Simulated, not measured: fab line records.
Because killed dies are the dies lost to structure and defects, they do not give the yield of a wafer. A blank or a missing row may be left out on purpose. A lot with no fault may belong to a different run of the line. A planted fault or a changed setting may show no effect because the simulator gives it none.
fab line records    flow gf180mcu
record: lots: 5  wafers: 15  last-day: 34
route steps=602 shown V4@496 MIM@503
lots that met no fault: from a run of the same line without faults
start-h: hours from the record's opening day to when the first of the lot's shown wafers began    wait-h: hours since the lot's step before    " unchanged from the row above    L1.1+2: one row covering several wafers at once    - no value, or no start was given    * or withheld: withheld    < > ~ a bound
route shown NAME@n: NAME is a module with steps in the file, n the number in the route of the first one    usual: the fault-free wafers' mean and standard deviation    same: alike in all rows    chamber/n: place in a boat    sites: readings site by site    _std_site: their standard deviation    _edge_site: mean of outer sites minus mean of inner sites    radius-mm: how far each site lies from the wafer's centre    mask NAME#n: copy n    behind: the most recent tool/chamber to have shaped the wafer    hold: why the lot was held/for how many hours/how that ended    device: names the non-switching transistor (n, p or np)    end of line: at the end of the route, the tests of the same wafers    for a step that has no rows: nothing shown but its recipe    killed: dies that structure and defects cost at the first sort, which is not the same as the wafer's yield    map: a wafer's dies, x killed, . not, _ none there
set.NAME: the run value of the setting; set.NAME@STEP: its run value at that earlier step    model.NAME: the simulator's own value behind a step, which no gauge read
certain route steps with their lots: each step a table, each wafer a row
services: a tool's chamber out of use, with start hour (start-h, from the record's first day; less than 0 if before it), hours out, and reason
== steps ==
step: GF_V4_CLEAN_20
recipe: chemistry: DIW  dry: n2-spin
lot.wafer   tool          chamber  start-h  wait-h
L074.1+3+5  wet-bench-01  1        563.37   0.0
L077.1+2+4  wet-bench-02  0        595.79   0.0
L081.2+3+5  wet-bench-02  0        624.86   0.0
L090.1+4+5  wet-bench-02  1        692.04   0.0
L095.1+2+4  wet-bench-02  1        723.86   0.0
step: GF_V4_SPUTTER_21
recipe: material: Ti  target-thk-nm: 15  chamber-pressure-pa: 5  power-w: 2500  substrate-temp-c: 200  time-s: 80.02
usual: throttle-valve-pct: 30.6/0.84
lot.wafer  tool            chamber  start-h  wait-h  throttle-valve-pct
L074.1     pvd-sputter-04  -        563.47   0.0     30.3
L074.3     "               -        "        "       30.6
L074.5     "               -        "        "       31.0
L077.1     pvd-sputter-04  -        595.88   0.0     30.9
L077.2     "               -        "        "       30.5
L077.4     "               -        "        "       30.4
L081.2     pvd-sputter-04  -        624.96   0.0     30.5
L081.3     "               -        "        "       30.6
L081.5     "               -        "        "       30.5
L090.1     pvd-sputter-02  -        692.13   0.0     29.0
L090.4     "               -        "        "       30.1
L090.5     "               -        "        "       30.0
L095.1     pvd-sputter-01  -        723.96   0.0     30.8
L095.2     "               -        "        "       30.3
L095.4     "               -        "        "       30.5
step: GF_V4_SPUTTER_22
recipe: material: TiN  target-thk-nm: 10  chamber-pressure-pa: 5  power-w: 4000  time-s: 40
usual: throttle-valve-pct: 30.6/0.82
lot.wafer  tool            chamber  start-h  wait-h  throttle-valve-pct
L074.1     pvd-sputter-04  -        563.53   0.0     30.2
L074.3     "               -        "        "       30.5
L074.5     "               -        "        "       30.8
L077.1     pvd-sputter-04  -        595.94   0.0     30.7
L077.2     "               -        "        "       30.7
L077.4     "               -        "        "       30.5
L081.2     pvd-sputter-04  -        625.03   0.0     30.9
L081.3     "               -        "        "       30.8
L081.5     "               -        "        "       30.7
L090.1     pvd-sputter-02  -        692.19   0.0     29.1
L090.4     "               -        "        "       30.2
L090.5     "               -        "        "       30.2
L095.1     pvd-sputter-01  -        724.02   0.0     30.6
L095.2     "               -        "        "       30.5
L095.4     "               -        "        "       30.6
step: GF_V4_CVD_23
recipe: material: W  target-thk-nm: 350  time-s: 104.9  temp-c: 400  pressure-torr: 40
usual: heater-power-w: 889/88
lot.wafer  tool      chamber  start-h  wait-h  heater-power-w
L074.1     cvd-w-02  1        563.57   0.0     954
L074.3     "         0        "        "       871
L074.5     "         1        "        "       1007
L077.1     cvd-w-01  1        595.98   0.0     735
L077.2     "         0        "        "       924
L077.4     "         1        "        "       738
L081.2     cvd-w-01  1        625.06   0.0     724
L081.3     "         1        "        "       750
L081.5     "         1        "        "       725
L090.1     cvd-w-01  0        692.23   0.0     928
L090.4     "         1        "        "       748
L090.5     "         0        "        "       950
L095.1     cvd-w-02  1        724.06   0.0     999
L095.2     "         0        "        "       861
L095.4     "         0        "        "       867
step: GF_V4_RS_MEAS_24
recipe: thk-meas-gauge: four-point-probe  reads: W_of_V4_CVD_23+TiN_of_V4_SPUTTER_22+Ti_of_V4_SPUTTER_21
usual: V4_W_RS: 0.328/0.0031
lot.wafer  tool           chamber  start-h  wait-h  V4_W_RS[ohm/sq]
L074.1     film-metro-03  -        563.69   0.1     0.326
L074.3     "              -        "        "       0.326
L074.5     "              -        "        "       0.325
L077.1     film-metro-04  -        596.10   0.1     0.327
L077.2     "              -        "        "       0.331
L077.4     "              -        "        "       0.330
L081.2     film-metro-02  -        625.20   0.1     0.326
L081.3     "              -        "        "       0.328
L081.5     "              -        "        "       0.324
L090.1     film-metro-03  -        692.35   0.1     0.327
L090.4     "              -        "        "       0.327
L090.5     "              -        "        "       0.325
L095.1     film-metro-03  -        724.17   0.1     0.320
L095.2     "              -        "        "       0.326
L095.4     "              -        "        "       0.329
step: GF_V4_THK_MEAS_25
recipe: thk-meas-gauge: xrf  reads: W_of_V4_CVD_23
usual: V4_W_THK: 339/4.5
lot.wafer  tool           chamber  start-h  wait-h  V4_W_THK[nm]
L074.1     film-metro-03  -        563.81   0.1     341
L074.3     "              -        "        "       344
L074.5     "              -        "        "       343
L077.1     film-metro-04  -        596.22   0.1     341
L077.2     "              -        "        "       332
L077.4     "              -        "        "       337
L081.2     film-metro-02  -        625.31   0.1     340
L081.3     "              -        "        "       340
L081.5     "              -        "        "       343
L090.1     film-metro-03  -        692.47   0.1     339
L090.4     "              -        "        "       342
L090.5     "              -        "        "       343
L095.1     film-metro-03  -        724.29   0.1     348
L095.2     "              -        "        "       342
L095.4     "              -        "        "       339
step: GF_V4_CMP_26
recipe: stop-on: SiO2  down-force-psi: 3.5  platen-rpm: 60  t-overpolish-s: 15  target-thk-nm: 0  pad-velocity-m-s: 0.94248
usual: motor-current-A: 11.2/1  overpolish-run-s: 15.000/0.0087  time-to-endpoint-s: 84/4.8
lot.wafer  tool    chamber  start-h  wait-h  motor-current-A  overpolish-run-s  time-to-endpoint-s
L074.3     cmp-01  0        563.87   0.0     11.0             14.993            87
L074.1     "       1        "        "       12.6             15.001            96
L074.5     "       1        "        "       12.2             14.999            94
L077.4     cmp-02  1        596.28   0.0     13.0             14.986            83
L077.1     "       2        "        "       10.5             15.007            80
L077.2     "       3        "        "       11.3             15.016            83
L081.3     cmp-02  1        625.36   0.0     11.5             14.994            82
L081.2     "       3        "        "       11.5             15.003            84
L081.5     "       2        "        "       10.8             14.989            79
L090.4     cmp-02  0        692.63   0.1     12.0             14.987            89
L090.1     "       1        "        "       12.6             15.020            83
L090.5     "       3        "        "       11.8             14.998            83
L095.2     cmp-02  2        724.35   0.0     10.4             15.000            79
L095.4     "       3        "        "       11.4             15.018            78
L095.1     "       0        "        "       12.1             14.997            90
step: GF_MIM_SPUTTER_00
recipe: material: Ti  target-thk-nm: 37.5  arriving-ion-energy-ev: 80  substrate-temp-c: 200  chamber-pressure-pa: 2  power-w: 4000  time-s: 150
usual: throttle-valve-pct: 30.4/1.3
lot.wafer  tool            chamber  start-h  wait-h  throttle-valve-pct
L074.1     pvd-sputter-01  -        564.17   0.2     30.0
L074.3     "               -        "        "       30.5
L074.5     "               -        "        "       30.1
L077.1     pvd-sputter-01  -        596.58   0.2     30.3
L077.2     "               -        "        "       30.1
L077.4     "               -        "        "       30.6
L081.2     pvd-sputter-02  -        625.66   0.1     31.1
L081.3     "               -        "        "       29.0
L081.5     "               -        "        "       31.2
L090.1     pvd-sputter-02  -        692.83   0.1     28.8
L090.4     "               -        "        "       30.3
L090.5     "               -        "        "       29.8
L095.1     pvd-sputter-02  -        724.65   0.1     29.0
L095.2     "               -        "        "       31.0
L095.4     "               -        "        "       29.1
step: GF_MIM_SPUTTER_01
recipe: material: TiN  target-thk-nm: 30  power-w: 6500  time-s: 25  chamber-pressure-pa: 0.4
usual: throttle-valve-pct: 30.4/1.3
lot.wafer  tool            chamber  start-h  wait-h  throttle-valve-pct
L074.1     pvd-sputter-01  -        564.27   0.1     30.0
L074.3     "               -        "        "       30.8
L074.5     "               -        "        "       30.4
L077.1     pvd-sputter-01  -        596.68   0.1     30.0
L077.2     "               -        "        "       30.3
L077.4     "               -        "        "       30.4
L081.2     pvd-sputter-02  -        625.76   0.1     31.0
L081.3     "               -        "        "       28.8
L081.5     "               -        "        "       31.0
L090.1     pvd-sputter-02  -        692.93   0.1     28.9
L090.4     "               -        "        "       30.4
L090.5     "               -        "        "       30.2
L095.1     pvd-sputter-02  -        724.75   0.1     28.9
L095.2     "               -        "        "       31.1
L095.4     "               -        "        "       29.1
step: GF_MIM_SPUTTER_02
recipe: material: AlCu  target-thk-nm: 450  power-w: 10600  time-s: 23.9  chamber-pressure-pa: 0.4
usual: throttle-valve-pct: 30.4/1.3
lot.wafer  tool            chamber  start-h  wait-h  throttle-valve-pct
L074.1     pvd-sputter-01  -        564.30   0.0     30.4
L074.3     "               -        "        "       30.5
L074.5     "               -        "        "       30.3
L077.1     pvd-sputter-01  -        596.71   0.0     30.1
L077.2     "               -        "        "       30.6
L077.4     "               -        "        "       30.4
L081.2     pvd-sputter-02  -        625.79   0.0     31.2
L081.3     "               -        "        "       29.1
L081.5     "               -        "        "       31.0
L090.1     pvd-sputter-02  -        692.96   0.0     29.1
L090.4     "               -        "        "       30.1
L090.5     "               -        "        "       30.3
L095.1     pvd-sputter-02  -        724.78   0.0     28.8
L095.2     "               -        "        "       31.0
L095.4     "               -        "        "       28.8
step: GF_MIM_SPUTTER_03
recipe: material: Ti  target-thk-nm: 10  substrate-temp-c: 300  chamber-pressure-pa: 0.3  power-w: 3000  time-s: 6.7
usual: throttle-valve-pct: 30.4/1.2
lot.wafer  tool            chamber  start-h  wait-h  throttle-valve-pct
L074.1     pvd-sputter-01  -        564.33   0.0     30.4
L074.3     "               -        "        "       30.8
L074.5     "               -        "        "       30.3
L077.1     pvd-sputter-01  -        596.74   0.0     30.1
L077.2     "               -        "        "       30.3
L077.4     "               -        "        "       30.5
L081.2     pvd-sputter-02  -        625.82   0.0     30.9
L081.3     "               -        "        "       29.0
L081.5     "               -        "        "       31.1
L090.1     pvd-sputter-02  -        692.99   0.0     29.0
L090.4     "               -        "        "       30.1
L090.5     "               -        "        "       30.1
L095.1     pvd-sputter-02  -        724.81   0.0     28.9
L095.2     "               -        "        "       31.2
L095.4     "               -        "        "       29.0
step: GF_MIM_SPUTTER_04
recipe: material: TiN  target-thk-nm: 50  power-w: 6500  time-s: 41.7  chamber-pressure-pa: 0.4
usual: throttle-valve-pct: 30.4/1.3
lot.wafer  tool            chamber  start-h  wait-h  throttle-valve-pct
L074.1     pvd-sputter-01  -        564.35   0.0     30.3
L074.3     "               -        "        "       30.5
L074.5     "               -        "        "       30.4
L077.1     pvd-sputter-01  -        596.76   0.0     30.0
L077.2     "               -        "        "       30.5
L077.4     "               -        "        "       30.6
L081.2     pvd-sputter-02  -        625.84   0.0     31.1
L081.3     "               -        "        "       28.9
L081.5     "               -        "        "       30.9
L090.1     pvd-sputter-02  -        693.01   0.0     29.2
L090.4     "               -        "        "       30.2
L090.5     "               -        "        "       30.2
L095.1     pvd-sputter-02  -        724.83   0.0     29.1
L095.2     "               -        "        "       31.0
L095.4     "               -        "        "       28.9
step: GF_MIM_CVD_05
recipe: material: Si3N4  target-thk-nm: 42  temp-max-c: 400  temp-c: 385  time-s: 29.086  rf-w: 450
usual: heater-power-w: 656/70
lot.wafer  tool      chamber  start-h  wait-h  heater-power-w
L074.1     pecvd-02  0        564.39   0.0     572
L074.3     "         1        "        "       717
L074.5     "         0        "        "       557
L077.1     pecvd-04  0        596.80   0.0     586
L077.2     "         2        "        "       770
L077.4     "         2        "        "       763
L081.2     pecvd-04  1        625.88   0.0     680
L081.3     "         2        "        "       755
L081.5     "         1        "        "       688
L090.1     pecvd-03  2        693.05   0.0     587
L090.4     "         2        "        "       569
L090.5     "         1        "        "       766
L095.1     pecvd-04  1        724.87   0.0     637
L095.2     "         2        "        "       706
L095.4     "         1        "        "       633
step: GF_MIM_THK_MEAS_06
recipe: reads: Si3N4_of_MIM_CVD_05
usual: MIM_CVD_05_THK: 41.8/0.6
lot.wafer  tool           chamber  start-h  wait-h  MIM_CVD_05_THK[nm]
L074.1     film-metro-01  -        564.42   0.0     41.6
L074.3     "              -        "        "       41.8
L074.5     "              -        "        "       42.3
L077.1     film-metro-04  -        596.83   0.0     41.2
L077.2     "              -        "        "       40.7
L077.4     "              -        "        "       41.6
L081.2     film-metro-04  -        625.92   0.0     41.3
L081.3     "              -        "        "       40.9
L081.5     "              -        "        "       41.9
L090.1     film-metro-02  -        693.08   0.0     41.8
L090.4     "              -        "        "       42.0
L090.5     "              -        "        "       42.9
L095.1     film-metro-01  -        724.90   0.0     41.3
L095.2     "              -        "        "       40.7
L095.4     "              -        "        "       41.6
step: GF_MIM_SPUTTER_07
recipe: material: TiN  target-thk-nm: 60  power-w: 6500  time-s: 50  chamber-pressure-pa: 0.4
usual: throttle-valve-pct: 30.4/0.98
lot.wafer  tool            chamber  start-h  wait-h  throttle-valve-pct
L074.1     pvd-sputter-03  -        564.48   0.1     30.7
L074.3     "               -        "        "       29.1
L074.5     "               -        "        "       30.4
L077.1     pvd-sputter-03  -        596.89   0.1     30.4
L077.2     "               -        "        "       31.0
L077.4     "               -        "        "       28.9
L081.2     pvd-sputter-01  -        625.97   0.0     30.2
L081.3     "               -        "        "       30.4
L081.5     "               -        "        "       29.8
L090.1     pvd-sputter-03  -        693.14   0.1     30.4
L090.4     "               -        "        "       30.7
L090.5     "               -        "        "       29.3
L095.1     pvd-sputter-03  -        724.96   0.1     29.3
L095.2     "               -        "        "       30.2
L095.4     "               -        "        "       29.4
step: GF_MIM_SPUTTER_08
recipe: material: AlCu  target-thk-nm: 200  power-w: 10600  time-s: 10.6  chamber-pressure-pa: 0.4
usual: throttle-valve-pct: 30.4/0.98
lot.wafer  tool            chamber  start-h  wait-h  throttle-valve-pct
L074.1     pvd-sputter-03  -        564.52   0.0     31.1
L074.3     "               -        "        "       28.9
L074.5     "               -        "        "       30.2
L077.1     pvd-sputter-03  -        596.93   0.0     30.0
L077.2     "               -        "        "       31.0
L077.4     "               -        "        "       29.0
L081.2     pvd-sputter-01  -        626.02   0.0     30.1
L081.3     "               -        "        "       30.3
L081.5     "               -        "        "       30.2
L090.1     pvd-sputter-03  -        693.18   0.0     30.0
L090.4     "               -        "        "       30.8
L090.5     "               -        "        "       29.3
L095.1     pvd-sputter-03  -        725.01   0.0     29.1
L095.2     "               -        "        "       30.4
L095.4     "               -        "        "       29.4
step: GF_MIM_SPUTTER_09
recipe: material: TiN  target-thk-nm: 35  power-w: 6500  time-s: 29.2  chamber-pressure-pa: 0.4
usual: throttle-valve-pct: 30.4/0.96
lot.wafer  tool            chamber  start-h  wait-h  throttle-valve-pct
L074.1     pvd-sputter-03  -        564.55   0.0     30.8
L074.3     "               -        "        "       28.9
L074.5     "               -        "        "       29.9
L077.1     pvd-sputter-03  -        596.96   0.0     30.2
L077.2     "               -        "        "       30.6
L077.4     "               -        "        "       28.8
L081.2     pvd-sputter-01  -        626.04   0.0     30.4
L081.3     "               -        "        "       30.3
L081.5     "               -        "        "       30.3
L090.1     pvd-sputter-03  -        693.21   0.0     30.3
L090.4     "               -        "        "       30.9
L090.5     "               -        "        "       29.2
L095.1     pvd-sputter-03  -        725.03   0.0     29.4
L095.2     "               -        "        "       30.5
L095.4     "               -        "        "       29.6
step: GF_MIM_RS_MEAS_10
recipe: thk-meas-gauge: four-point-probe  reads: TiN_of_MIM_SPUTTER_09+AlCu_of_MIM_SPUTTER_08+TiN_of_MIM_SPUTTER_07
usual: MIM_ALCU_RS: 0.1606/0.0018
lot.wafer  tool           chamber  start-h  wait-h  MIM_ALCU_RS[ohm/sq]
L074.1     film-metro-04  -        564.58   0.0     0.1651
L074.3     "              -        "        "       0.1608
L074.5     "              -        "        "       0.1621
L077.1     film-metro-01  -        596.99   0.0     0.1595
L077.2     "              -        "        "       0.1598
L077.4     "              -        "        "       0.1587
L081.2     film-metro-01  -        626.09   0.0     0.1613
L081.3     "              -        "        "       0.1636
L081.5     "              -        "        "       0.1597
L090.1     film-metro-01  -        693.24   0.0     0.1592
L090.4     "              -        "        "       0.1610
L090.5     "              -        "        "       0.1588
L095.1     film-metro-02  -        725.06   0.0     0.1610
L095.2     "              -        "        "       0.1591
L095.4     "              -        "        "       0.1594
step: GF_MIM_THK_MEAS_11
recipe: thk-meas-gauge: xrf  reads: AlCu_of_MIM_SPUTTER_08
usual: MIM_ALCU_THK: 197.5/2.5
lot.wafer  tool           chamber  start-h  wait-h  MIM_ALCU_THK[nm]
L074.1     film-metro-04  -        564.70   0.1     191.5
L074.3     "              -        "        "       196.2
L074.5     "              -        "        "       194.0
L077.1     film-metro-01  -        597.11   0.1     197.4
L077.2     "              -        "        "       198.3
L077.4     "              -        "        "       198.7
L081.2     film-metro-01  -        626.20   0.1     195.2
L081.3     "              -        "        "       193.8
L081.5     "              -        "        "       197.7
L090.1     film-metro-01  -        693.36   0.1     199.3
L090.4     "              -        "        "       197.3
L090.5     "              -        "        "       200.5
L095.1     film-metro-02  -        725.18   0.1     199.3
L095.2     "              -        "        "       199.3
L095.4     "              -        "        "       199.7
step: GF_MIM_DEHYDRATE_12
recipe: temp-c: 200  time-s: 60
usual: chill-plate-temp-C: 22.99/0.11  resist-line-temp-C: 22.98/0.11
lot.wafer  tool            chamber  start-h  wait-h  chill-plate-temp-C  resist-line-temp-C
L074.1     litho-track-04  0        574.87   10.2    22.91               22.92
L074.3     "               0        "        "       23.07               23.00
L074.5     "               0        "        "       23.08               23.18
L077.1     litho-track-01  0        606.94   9.8     22.87               23.07
L077.2     "               0        "        "       22.94               23.21
L077.4     "               0        "        "       23.17               23.03
L081.2     litho-track-02  0        635.84   9.6     22.98               22.65
L081.3     "               0        "        "       22.98               22.79
L081.5     "               0        "        "       22.70               22.84
L090.1     litho-track-02  0        702.31   8.9     23.07               23.01
L090.4     "               0        "        "       22.85               22.99
L090.5     "               0        "        "       23.09               23.01
L095.1     litho-track-01  0        733.54   8.3     22.91               22.90
L095.2     "               0        "        "       23.06               23.11
L095.4     "               0        "        "       22.98               23.06
step: GF_MIM_HMDS_13
recipe: prime-time-s: 60  prime-temp-c: 120
usual: chill-plate-temp-C: 22.99/0.094  resist-line-temp-C: 23.02/0.098
lot.wafer  tool            chamber  start-h  wait-h  chill-plate-temp-C  resist-line-temp-C
L074.1     litho-track-04  0        575.02   0.1     22.94               23.02
L074.3     "               0        "        "       23.04               23.08
L074.5     "               0        "        "       22.98               22.97
L077.1     litho-track-01  0        607.09   0.1     23.05               22.97
L077.2     "               0        "        "       22.87               23.10
L077.4     "               0        "        "       22.90               23.06
L081.2     litho-track-02  0        635.99   0.1     23.05               23.11
L081.3     "               0        "        "       23.21               22.94
L081.5     "               0        "        "       23.07               22.96
L090.1     litho-track-02  0        702.46   0.1     23.10               22.98
L090.4     "               0        "        "       23.04               22.92
L090.5     "               0        "        "       23.00               22.94
L095.1     litho-track-01  0        733.69   0.1     22.88               23.03
L095.2     "               0        "        "       23.01               22.98
L095.4     "               0        "        "       22.90               22.96
step: GF_MIM_COAT_14
recipe: resist: NOVOLAK  spin-rpm: 3000  resist-thk-nm: 1000
usual: chill-plate-temp-C: 23.00/0.11  resist-line-temp-C: 22.98/0.097
lot.wafer  tool            chamber  start-h  wait-h  chill-plate-temp-C  resist-line-temp-C
L074.1     litho-track-04  0        575.17   0.1     22.96               22.98
L074.3     "               0        "        "       22.88               22.83
L074.5     "               0        "        "       22.77               23.01
L077.1     litho-track-01  0        607.24   0.1     22.92               23.09
L077.2     "               0        "        "       23.06               23.05
L077.4     "               0        "        "       23.07               22.94
L081.2     litho-track-02  0        636.14   0.1     23.03               22.91
L081.3     "               0        "        "       23.03               23.04
L081.5     "               0        "        "       22.97               23.05
L090.1     litho-track-02  0        702.61   0.1     23.15               23.00
L090.4     "               0        "        "       23.19               23.08
L090.5     "               0        "        "       23.30               22.90
L095.1     litho-track-01  0        733.84   0.1     23.03               23.01
L095.2     "               0        "        "       22.98               23.07
L095.4     "               0        "        "       22.91               22.95
step: GF_MIM_SOFTBAKE_15
recipe: temp-c: 90  time-s: 60  resist: NOVOLAK
usual: chill-plate-temp-C: 22.98/0.093  resist-line-temp-C: 23.01/0.1
lot.wafer  tool            chamber  start-h  wait-h  chill-plate-temp-C  resist-line-temp-C
L074.1     litho-track-04  0        575.32   0.1     23.08               22.97
L074.3     "               0        "        "       23.05               22.85
L074.5     "               0        "        "       22.93               22.91
L077.1     litho-track-01  0        607.39   0.1     22.93               23.11
L077.2     "               0        "        "       22.91               23.09
L077.4     "               0        "        "       23.09               23.10
L081.2     litho-track-02  0        636.29   0.1     22.86               22.98
L081.3     "               0        "        "       22.95               23.02
L081.5     "               0        "        "       22.97               23.13
L090.1     litho-track-02  0        702.76   0.1     22.84               23.11
L090.4     "               0        "        "       23.17               22.95
L090.5     "               0        "        "       22.97               22.99
L095.1     litho-track-01  0        733.99   0.1     23.07               23.03
L095.2     "               0        "        "       23.06               22.99
L095.4     "               0        "        "       22.99               23.02
step: GF_MIM_EXPOSE_16
recipe: mask-id: FuseTop  target-cd-nm: 2000  na: 0.6  source-shape: conventional  sigma-outer: 0.6  dose-mj: 140
lot.wafer   tool              chamber  start-h  wait-h  mask
L074.1+3+5  iline-stepper-02  0        -        -       FuseTop#0
L077.1+2+4  iline-stepper-01  0        -        -       FuseTop#0
L081.2+3+5  iline-stepper-02  0        -        -       FuseTop#0
L090.1+4+5  iline-stepper-02  0        -        -       FuseTop#0
L095.1+2+4  iline-stepper-02  0        -        -       FuseTop#0
step: GF_MIM_PEB_17
recipe: temp-c: withheld  time-s: *  resist: NOVOLAK
usual: chill-plate-temp-C: *  resist-line-temp-C: *
lot.wafer  tool            chamber  start-h  wait-h  chill-plate-temp-C  resist-line-temp-C
L074.1     litho-track-04  0        -        -       *                   *
L074.3     "               0        "        "       *                   *
L074.5     "               0        "        "       *                   *
L077.1     litho-track-02  0        -        -       *                   *
L077.2     "               0        "        "       *                   *
L077.4     "               0        "        "       *                   *
L081.2     litho-track-02  0        -        -       *                   *
L081.3     "               0        "        "       *                   *
L081.5     "               0        "        "       *                   *
L090.1     litho-track-02  0        -        -       *                   *
L090.4     "               0        "        "       *                   *
L090.5     "               0        "        "       *                   *
L095.1     litho-track-02  0        -        -       *                   *
L095.2     "               0        "        "       *                   *
L095.4     "               0        "        "       *                   *
step: GF_MIM_DEVELOP_18
recipe: develop-time-s: 60  dev-temp-c: 23
usual: chill-plate-temp-C: 23.00/0.1  resist-line-temp-C: 23.01/0.093
lot.wafer  tool            chamber  start-h  wait-h  chill-plate-temp-C  resist-line-temp-C
L074.1     litho-track-04  0        585.92   0.1     23.13               22.97
L074.3     "               0        "        "       23.13               23.05
L074.5     "               0        "        "       22.95               23.12
L077.1     litho-track-02  0        617.51   0.1     22.94               22.98
L077.2     "               0        "        "       22.85               23.09
L077.4     "               0        "        "       22.92               23.07
L081.2     litho-track-02  0        646.19   0.1     23.05               23.05
L081.3     "               0        "        "       23.04               22.94
L081.5     "               0        "        "       22.99               22.98
L090.1     litho-track-02  0        711.16   0.1     23.08               23.00
L090.4     "               0        "        "       22.99               22.88
L090.5     "               0        "        "       23.04               22.89
L095.1     litho-track-02  0        741.81   0.1     22.90               22.96
L095.2     "               0        "        "       23.00               23.13
L095.4     "               0        "        "       22.90               23.02
step: GF_MIM_METAL_ETCH_19
recipe: chemistry: Cl2/BCl3  mask-material: NOVOLAK  stop-on: Si3N4  target-depth-nm: 324.5  pressure-mtorr: 8  icp-w: 800  bias-w: 140  Cl2_flow_sccm: 80  bcl3-flow-sccm: 40  time-s: 54.1
usual: drypump-motor-current-A: 5.5/0.48  mfc-cl2-sccm: 80.00/0.23  oes-product-au: 0.940/0.0062  throttle-valve-pct: 28.285/0.011
lot.wafer  tool          chamber  start-h  wait-h  drypump-motor-current-A  mfc-cl2-sccm  oes-product-au  rf-hours-counter-h  throttle-valve-pct
L074.1     rie-metal-04  1        586.07   0.1     5.6                      79.78         0.925           8                   28.305
L074.3     "             1        "        "       5.6                      80.20         0.935           -                   28.281
L074.5     "             1        "        "       5.6                      79.71         0.939           -                   28.283
L077.1     rie-metal-03  0        617.66   0.1     5.8                      80.06         0.948           3                   28.269
L077.2     "             1        "        "       4.8                      80.21         0.938           4                   28.296
L077.4     "             1        "        "       4.8                      80.10         0.945           -                   28.266
L081.2     rie-metal-04  1        646.31   0.1     5.6                      79.74         0.939           10                  28.287
L081.3     "             1        "        "       5.6                      80.06         0.941           -                   28.283
L081.5     "             1        "        "       5.6                      80.00         0.945           -                   28.280
L090.1     rie-metal-04  0        711.31   0.1     5.1                      79.70         0.950           5                   28.264
L090.4     "             1        "        "       5.6                      79.92         0.936           -                   28.296
L090.5     "             1        "        "       5.6                      79.98         0.947           -                   28.271
L095.1     rie-metal-04  0        741.96   0.1     5.1                      80.30         0.942           6                   28.273
L095.2     "             0        "        "       5.1                      80.43         0.946           -                   28.286
L095.4     "             0        "        "       5.2                      80.01         0.935           -                   28.269
step: GF_MIM_STRIP_20
recipe: chemistry: O2/N2  power-w: 1400  pressure-mtorr: 1500  platen-temp-c: 250  o2-flow-sccm: 3000  n2-flow-sccm: 300  overash-fraction: 0.5
usual: drypump-motor-current-A: 5.8/0.56  heater-power-w: 339/24  oes-product-au: 0.692/0.005  strip-time-to-endpoint-s: 11.22/0.038
lot.wafer  tool             chamber  start-h  wait-h  drypump-motor-current-A  heater-power-w  oes-product-au  rf-hours-counter-h  strip-time-to-endpoint-s
L074.1     plasma-asher-04  0        586.14   0.0     5.1                      312             0.700           18                  11.16
L074.3     "                1        "        "       6.6                      348             0.691           -                   11.15
L074.5     "                0        "        "       5.1                      312             0.689           -                   11.14
L077.1     plasma-asher-01  1        617.73   0.0     5.3                      316             0.686           46                  11.17
L077.2     "                0        "        "       5.2                      315             0.692           46                  11.21
L077.4     "                1        "        "       5.3                      314             0.690           -                   11.16
L081.2     plasma-asher-02  0        646.38   0.0     6.2                      373             0.702           84                  11.26
L081.3     "                0        "        "       6.2                      377             0.692           -                   11.21
L081.5     "                0        "        "       6.2                      374             0.695           -                   11.24
L090.1     plasma-asher-04  0        711.38   0.0     5.1                      314             0.690           33                  11.21
L090.4     "                0        "        "       5.1                      318             0.684           -                   11.21
L090.5     "                0        "        "       5.1                      309             0.688           -                   11.27
L095.1     plasma-asher-02  0        742.10   0.1     6.2                      376             0.694           94                  11.19
L095.2     "                1        "        "       6.0                      334             0.698           94                  11.22
L095.4     "                1        "        "       6.0                      343             0.688           -                   11.21
step: GF_MIM_STRIP_21
recipe: chemistry: post-etch-residue-remover  time-s: 1200  temp-c: 72.5
lot.wafer   tool          chamber  start-h  wait-h
L074.1+3+5  wet-bench-04  0        586.24   0.1
L077.1+2+4  wet-bench-03  1        617.83   0.1
L081.2+3+5  wet-bench-04  1        646.48   0.1
L090.1+4+5  wet-bench-03  3        711.48   0.1
L095.1+2+4  wet-bench-03  3        742.20   0.1
== services ==
tool              chamber  start-h  hours  kind
iline-stepper-02  -        539.59   1.7    pm
plasma-asher-02   -        548.04   0.4    repair
iline-stepper-02  -        553.11   4.4    pm
cmp-02            -        558.62   5.4    pm
cvd-w-01          -        563.08   1.2    repair
pecvd-04          0        563.64   8.4    repair
wet-bench-04      -        571.21   4.4    pm
cvd-w-01          -        585.80   6.9    pm
pvd-sputter-02    -        586.35   5.3    repair
wet-bench-03      -        592.26   1.1    repair
plasma-asher-02   -        598.81   45.5   repair
pecvd-04          -        606.26   4.4    repair
cvd-w-02          -        609.25   0.5    repair
pvd-sputter-01    -        609.38   2.2    repair
plasma-asher-02   -        612.78   3.8    repair
cvd-w-01          0        618.71   6.0    repair
wet-bench-04      -        653.23   3.1    repair
pvd-sputter-02    -        672.76   5.2    repair
pecvd-04          2        676.07   10.9   repair
cmp-02            -        686.86   4.5    repair
pvd-sputter-01    -        691.19   4.7    repair
pvd-sputter-03    -        693.65   13.4   repair
cvd-w-02          -        730.52   0.4    repair
plasma-asher-04   -        730.99   0.6    repair
== key ==
fault none
